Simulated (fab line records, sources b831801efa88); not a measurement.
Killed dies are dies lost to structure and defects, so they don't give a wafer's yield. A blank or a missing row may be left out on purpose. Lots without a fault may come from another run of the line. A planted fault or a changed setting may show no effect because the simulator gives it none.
One fault seen from 2 desks | flow gf180mcu | each desk has only its own numbers; what lay behind them comes last

THE TOOL OWNER'S DESK: pvd_sputter-04
The tool's own readings at GF_TOP_METAL_SPUTTER_03 (material Ti, target thk 5 nm, time 3.3 s): means of the sampled wafers that have a number, for each lot that ran on this tool. A lot is out of limits, marked OUT, if its mean lies more than 4 standard deviations from the usual mean; the brackets give that distance.
Columns: A = throttle_valve_pct at GF_TOP_METAL_SPUTTER_03, usual 30.3 %
lot  | first seen here | A
L122 | day 30 08:11    | 29.6
L133 | day 33 01:23    | 30.8
L134 | day 33 10:59    | 29.2
This desk's finding: nothing out of limits on any of the 3 lots.

THE METROLOGY DESK
What the gauges read, lot by lot, whatever tool the lot ran on: means of the sampled wafers that have a number. A lot is out of limits, marked OUT, if its mean lies more than 4 standard deviations from the usual mean; the brackets give that distance.
Columns: A = V5_BOW at GF_V5_BOW_MEAS_05, usual 137 um
lot  | first seen here | A
L112 | day 26 13:23    | 130
L113 | day 26 22:10    | 151
L114 | day 27 02:39    | 132
L115 | day 27 14:21    | 128
L117 | day 27 21:15    | 130
L116 | day 27 21:58    | 135
L122 | day 29 10:59    | 130
L129 | day 31 08:58    | 122
L131 | day 31 22:11    | 143
L132 | day 32 03:46    | 140
L133 | day 32 07:03    | 142
L134 | day 32 17:35    | 147
L135 | day 33 00:10    | 149
This desk's finding: nothing out of limits on any of the 13 lots.

PUT TOGETHER
The tool owner's desk saw nothing out of limits.
The metrology desk saw nothing out of limits.

WHAT THE SIMULATOR HAD PUT IN
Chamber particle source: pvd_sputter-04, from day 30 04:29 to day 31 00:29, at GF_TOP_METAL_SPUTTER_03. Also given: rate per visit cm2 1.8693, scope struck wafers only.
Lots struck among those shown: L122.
